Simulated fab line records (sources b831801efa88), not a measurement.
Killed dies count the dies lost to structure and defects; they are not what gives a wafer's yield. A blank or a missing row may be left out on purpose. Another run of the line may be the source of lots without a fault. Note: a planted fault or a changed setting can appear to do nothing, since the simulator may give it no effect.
What tool caused it? -- flow gf180mcu -- 33 wafers from 11 lots sampled at 3 of the route's 602 steps

## WHAT THE GAUGES SHOWED, per wafer
GF_PSD_RS_MEAS_14: uses a four-point probe to measure. Usual: NSD_RS gives 46.11 ohm/sq (standard deviation 0.073).
lot,measured,on,NSD_RS (ohm/sq),flag
L567,day 14 12:41,film-metro-01,46.02 46.05 46.13,
L570,day 15 08:06,film-metro-02,46.15 46.08 46.15,
L571,day 15 20:32,film-metro-01,46.09 46.12 46.03,
L572,day 16 02:31,film-metro-01,46.13 46.09 46.16,
L573,day 16 13:26,film-metro-02,46.09 46.01 45.95,
L574,day 16 19:34,film-metro-01,46.13 46.16 46.08,
L581,day 19 06:39,film-metro-02,46.12 46.08 46.15,
L587,day 21 04:36,film-metro-04,49.81 48.53 48.40,OFF
L588,day 21 13:55,film-metro-02,48.51 49.53 48.49,OFF
L589,day 22 10:00,film-metro-01,46.19 46.13 46.24,
L590,day 22 13:19,film-metro-02,46.09 45.99 46.13,

## TOOL THAT RAN EACH LOT (tool first, then ch and the chambers of the sampled wafers, then the start)
lot,GF_NSD_IMPLANT_10,GF_NSD_STRIP_11
L567,"implanter-03 ch 0, day 13 15:25","plasma-asher-04 ch 0,1, day 13 15:34"
L570,"implanter-03 ch 0, day 14 10:19","plasma-asher-03 ch 0,1, day 14 10:28"
L571,"implanter-01 ch 0, day 14 22:16","plasma-asher-03 ch 0,1, day 14 22:24"
L572,"implanter-04 ch 0, day 15 03:26","plasma-asher-03 ch 0,1, day 15 03:34"
L573,"implanter-01 ch 0, day 15 15:20","plasma-asher-04 ch 0,1, day 15 15:28"
L574,"implanter-03 ch 0, day 15 20:31","plasma-asher-02 ch 0,1, day 15 20:38"
L581,"implanter-01 ch 0, day 18 05:18","plasma-asher-04 ch 0,1, day 18 05:27"
L587,"implanter-03 ch 0, day 20 04:08","plasma-asher-02 ch 0,1, day 20 04:17"
L588,"implanter-03 ch 0, day 20 12:41","plasma-asher-03 ch 0,1, day 20 12:48"
L589,"implanter-01 ch 0, day 21 10:09","plasma-asher-02 ch 0,1, day 21 10:18"
L590,"implanter-01 ch 0, day 21 12:59","plasma-asher-03 ch 0,1, day 21 13:06"
- GF_NSD_IMPLANT_10
- GF_NSD_STRIP_11: strips in O2/N2.

## AS READ BY THE TOOLS THEMSELVES (means over the sampled wafers that have a number; for cases with no such wafer, the mark the record gives instead)
GF_NSD_IMPLANT_10. Usual: beam-on-s 10.00 s, standard deviation 0.21; dose-ions-cm2 5e+14, standard deviation 6.3e+11; end-station-pressure-torr 7.3e-06 Torr, standard deviation 3.9e-07; faraday-current-uA 2788, standard deviation 58.
lot,tool,beam-on-s (s),dose-ions-cm2,end-station-pressure-torr (Torr),faraday-current-uA,flag
L567,implanter-03,10.08,5e+14,7.2e-06,2768,
L570,implanter-03,10.05,5e+14,7.6e-06,2775,
L571,implanter-01,9.86,5e+14,6.8e-06,2829,
L572,implanter-04,10.06,5e+14,7.4e-06,2765,
L573,implanter-01,9.98,5e+14,7.4e-06,2788,
L574,implanter-03,10.17,5e+14,7.1e-06,2742,
L581,implanter-01,9.96,5e+14,7.2e-06,2794,
L587,implanter-03,10.13,2e+14,6.1e-06,1209,OFF
L588,implanter-03,10.00,2e+14,6.1e-06,1224,OFF
L589,implanter-01,10.09,5e+14,7.4e-06,2756,
L590,implanter-01,10.18,5e+14,7.2e-06,2731,

GF_NSD_STRIP_11. Usual: drypump-motor-current-A 5.60 A, standard deviation 0.19; heater-power-w 329 W, standard deviation 32; oes-product-au 0.487 a.u., standard deviation 0.0047; strip-time-to-endpoint-s 22.94 s, standard deviation 0.033.
lot,tool,drypump-motor-current-A (A),heater-power-w (W),oes-product-au (a.u.),strip-time-to-endpoint-s (s),flag
L567,plasma-asher-04,5.60,290,0.489,22.97,
L570,plasma-asher-03,5.72,329,0.490,22.98,
L571,plasma-asher-03,5.63,334,0.486,22.94,
L572,plasma-asher-03,5.62,338,0.483,22.90,
L573,plasma-asher-04,5.43,309,0.483,22.93,
L574,plasma-asher-02,5.62,346,0.491,22.98,
L581,plasma-asher-04,5.63,292,0.486,22.96,
L587,plasma-asher-02,5.63,339,0.489,22.65,OFF
L588,plasma-asher-03,5.63,331,0.491,22.63,OFF
L589,plasma-asher-02,5.54,358,0.485,22.89,
L590,plasma-asher-03,5.71,323,0.488,22.97,

## THE ANSWER, worked out from the rows above alone
Rule: a lot counts as off when the mean over its wafers that have a number is more than 3 standard deviations away from the usual mean. Also off: a lot with no number at a reading for which 4 or more lots have one. The other lots that the step has rows for count as sound. After the gauges, taken in route order, come the tools' own readings; for these a lot's mean is taken, as printed above. At the first step where some lot is off, the reading lying furthest off is the one used; lots without a number count as furthest.
Off: L587, L588, at GF_PSD_RS_MEAS_14 (NSD_RS).
A tool fits if, at a process step before that reading, it ran every lot that is off, and no sound lot after the first of them. The gauges at GF_PSD_RS_MEAS_14 aren't tried: what is off there is off at GF_NSD_IMPLANT_10 too, on other tools, and a gauge's error can't cause that. One fits: GF_NSD_IMPLANT_10 on implanter-03. Its last sound lot is L574 (day 15 20:31), its first lot that is off L587 (day 20 04:08): a fault that began between those two fits.
The tool's own readings at GF_NSD_IMPLANT_10 bear it out: on the lots that are off they differ by more than 5 times the standard deviation of the sound lots' means. dose-ions-cm2 reads 2e+14 there against 5e+14 on the sound lots; end-station-pressure-torr reads 6.1e-06 Torr there against 7.3e-06 Torr on the sound lots; faraday-current-uA reads 1216 there against 2772 on the sound lots.

## WHAT THE SIMULATOR PUT IN
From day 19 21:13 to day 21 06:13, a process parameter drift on implanter-03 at GF_NSD_IMPLANT_10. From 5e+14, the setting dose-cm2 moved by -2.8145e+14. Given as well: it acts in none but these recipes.
Shown lots that were struck: L587, L588. This agrees with what the rule above found.
